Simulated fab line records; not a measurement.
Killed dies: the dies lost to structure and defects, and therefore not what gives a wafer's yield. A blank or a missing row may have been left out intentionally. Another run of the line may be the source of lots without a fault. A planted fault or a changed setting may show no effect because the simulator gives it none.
Which tool did it? ; flow gf180mcu ; 42 wafers from 14 lots sampled at 2 of the route's 602 steps

== WHAT THE GAUGES SHOWED, per wafer ==
GF_SALICIDE_THK_MEAS_05: measures by xrf.
lot;measured;on;SALICIDE_TIN_THK (nm)
L204;day 15 04:05;filmMetro-01;20.20 20.32 20.63
L206;day 15 12:36;filmMetro-03;19.75 19.92 19.63
L209;day 16 22:39;filmMetro-01;20.32 19.95 20.40
L210;day 17 03:52;filmMetro-01;20.37 20.47 20.38
L212;day 18 01:15;filmMetro-01;20.34 20.06 20.21
L213;day 18 10:11;filmMetro-03;19.93 19.80 20.02
L214;day 18 20:29;filmMetro-03;20.01 19.83 20.16
L216;day 19 12:41;filmMetro-03;20.22 19.95 20.20
L217;day 19 21:53;filmMetro-03;19.82 19.85 19.98
L218;day 20 03:35;filmMetro-03;20.07 20.31 20.28
L219;day 20 11:02;filmMetro-02;20.39 20.45 20.45
L221;day 21 07:57;filmMetro-03;19.89 20.09 19.99
L222;day 22 06:38;filmMetro-03;20.33 20.12 20.16
L225;day 22 22:56;filmMetro-03;20.16 20.06 20.55

== WHICH TOOL RAN EACH LOT (tool, then ch and the chambers of the sampled wafers, then the start) ==
lot;GF_HV_LDD_SOFTBAKE_42
L204;lithoTrack-01 ch 0, day 12 00:56
L206;lithoTrack-04 ch 0, day 12 08:16
L209;lithoTrack-02 ch 0, day 13 14:38
L210;lithoTrack-01 ch 0, day 13 19:37
L212;lithoTrack-02 ch 0, day 14 14:22
L213;lithoTrack-02 ch 0, day 14 21:01
L214;lithoTrack-04 ch 0, day 15 07:01
L216;lithoTrack-04 ch 0, day 15 20:26
L217;lithoTrack-02 ch 0, day 16 04:56
L218;lithoTrack-04 ch 0, day 16 11:22
L219;lithoTrack-04 ch 0, day 16 18:44
L221;lithoTrack-04 ch 0, day 17 13:01
L222;lithoTrack-04 ch 0, day 18 12:25
L225;lithoTrack-01 ch 0, day 19 05:07
- GF_HV_LDD_SOFTBAKE_42: time 60 s.

== AS READ BY THE TOOLS THEMSELVES (means over the sampled wafers that have a number; for cases with no such wafer, the mark the record gives instead) ==
GF_HV_LDD_SOFTBAKE_42.
lot;tool;heaterPowerTotalW (W);plateTempC (C);resistLineTempC (C)
L204;lithoTrack-01;56.59;90.04;23.08
L206;lithoTrack-04;56.61;90.00;23.01
L209;lithoTrack-02;56.60;90.04;23.11
L210;lithoTrack-01;56.59;89.96;23.05
L212;lithoTrack-02;56.62;90.03;22.87
L213;lithoTrack-02;56.58;90.00;22.96
L214;lithoTrack-04;56.64;89.97;23.01
L216;lithoTrack-04;56.60;90.02;23.17
L217;lithoTrack-02;56.59;90.14;23.02
L218;lithoTrack-04;56.57;89.95;22.98
L219;lithoTrack-04;56.60;89.92;23.02
L221;lithoTrack-04;55.85;89.10;23.17
L222;lithoTrack-04;55.91;89.16;22.94
L225;lithoTrack-01;56.61;89.87;23.04

== THE ANSWER, worked out from the rows above alone ==
Rule: what is usual is taken from the lots themselves. Put in order of their means at a reading, lots are off if they are a third of the lots or fewer, leave a main group of 4 or more, and stand apart from it by a gap of 3 or more times the standard deviation of the main group's means; of several such gaps the widest counts. The tables above print the reading to a certain number of digits; a main group whose means all agree to those digits is not used. A lot without any number at a reading at which 4 lots or more have one is off too. The other lots that the step has rows for count as sound. The gauges are gone through in route order, then the tools' own readings, and for those a lot's mean is taken as printed above. At the first step where some lot is off, the reading lying furthest off is the one used; lots without a number count as furthest.
Off: L221, L222 (GF_HV_LDD_SOFTBAKE_42, heaterPowerTotalW). The main group has a mean of 56.60 W with a standard deviation of 0.018.
If a tool, at that step or one of the process steps before it, ran each lot that is off and ran no sound lot following the first of them, it fits. One fits: lithoTrack-04 at GF_HV_LDD_SOFTBAKE_42. Its last sound lot is L219 (day 16 18:44), its first lot that is off L221 (day 17 13:01): a fault that began between those two fits.
The tool's own readings at GF_HV_LDD_SOFTBAKE_42 bear it out: on the lots that are off they differ by more than 5 times the standard deviation of the sound lots' means. heaterPowerTotalW reads 55.88 W there against 56.60 W on the sound lots; plateTempC reads 89.13 C there against 90.00 C on the sound lots.

== WHAT WAS PUT IN BY THE SIMULATOR ==
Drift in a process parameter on lithoTrack-04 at GF_HV_LDD_SOFTBAKE_42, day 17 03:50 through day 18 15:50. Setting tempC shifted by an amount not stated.
Shown lots that were struck: L221, L222. Same finding as the rule above.
